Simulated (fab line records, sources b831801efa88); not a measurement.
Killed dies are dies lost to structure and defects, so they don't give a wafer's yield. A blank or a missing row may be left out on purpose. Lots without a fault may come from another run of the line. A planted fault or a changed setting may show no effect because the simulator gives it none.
Problem report in the 8D (eight disciplines) form, filled by code | flow sky130 | the parts of the form that need people (team, actions taken, sign-off) are left out

1. THE PROBLEM
chamber_pressure_pa at SKY_METAL2_SPUTTER_04 reads a mean of 0.3019 Pa on 6 wafers of 2 lots; wafers without a fault read 0.4000 Pa with a standard deviation of 0.00068. That is -99 or more standard deviations from the usual mean.
The step: material TiN, target thk 70 nm, time 58.3 s.
First seen on wafer L272.3, day 41 03:23, on pvd_sputter-03. The record holds 18 wafers of 6 lots with a number at this step. Rule for "out", or "out of limits": more than 4 standard deviations from the usual mean. The other wafers with a number count as sound.

2. WHAT IT IS AND WHAT IT IS NOT
question                    | is                     | is not
which readings at this step | chamber_pressure_pa    | -
which lots                  | L272, L273             | L252, L260, L263, L268
which wafers of those lots  | all that have a number | -
read on which tools         | pvd_sputter-03         | pvd_sputter-01, pvd_sputter-02
when                        | from day 41 03:23      | up to then (12 sound wafers)

3. SUSPECTS, AND WHAT RULES EACH OUT
Counting: a tool at a process step up to the reading stays a suspect if it ran every lot that is out and no sound lot after the first of them.
- pvd_sputter-03 at SKY_METAL2_SPUTTER_02 (material AlCu, target thk 250 nm, time 13.3 s): kept. It ran every lot that is out, first L272 (day 41 03:21), and no sound lot after that; its last sound lot up to then is L263 (day 38 02:41).
- pvd_sputter-03 at SKY_METAL2_SPUTTER_04 (material TiN, target thk 70 nm, time 58.3 s): kept. It ran every lot that is out, first L272 (day 41 03:23), and no sound lot after that; its last sound lot up to then is L263 (day 38 02:44). Its own readings are out on those wafers: chamber_pressure_pa.
Left after counting: pvd_sputter-03 at SKY_METAL2_SPUTTER_02, pvd_sputter-03 at SKY_METAL2_SPUTTER_04.

4. THE CAUSE (what the simulator had put in)
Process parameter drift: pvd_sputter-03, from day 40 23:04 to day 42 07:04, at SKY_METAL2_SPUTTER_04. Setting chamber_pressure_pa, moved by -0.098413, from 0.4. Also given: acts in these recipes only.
Counting left 2 suspects, and this tool is among them.

5. THE CHAIN OF EFFECTS, in route order
Each row: a reading whose mean over the struck wafers that have a number lies more than 3 standard deviations from the usual. Only readings for which the record gives a usual standard deviation are gone through. hours: the time from each lot's start at the first step in this table that gives one to its start at this step, as a median over the lots. sigmas: the change in usual standard deviations.
hours | step                  | reading             | usual     | on struck wafers | change  | sigmas
0     | SKY_METAL2_SPUTTER_04 | chamber_pressure_pa | 0.4000 Pa | 0.3019           | -0.0981 | -99 or more
The process steps in it:
- SKY_METAL2_SPUTTER_04: material TiN, target thk 70 nm, time 58.3 s.
Later measuring or inspecting steps at which every struck wafer that the step has a row for has a number for every such reading, and none has moved that far: SKY_METAL2_RS_MEAS_05, SKY_METAL2_THK_MEAS_06, SKY_METAL2_CD_MEAS_15, SKY_METAL2_OVL_MEAS_16.

6. WHAT WOULD HAVE CAUGHT IT SOONER
In this record the first reading out of limits was taken at day 41 03:23, 4 hours after the fault began at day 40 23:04.
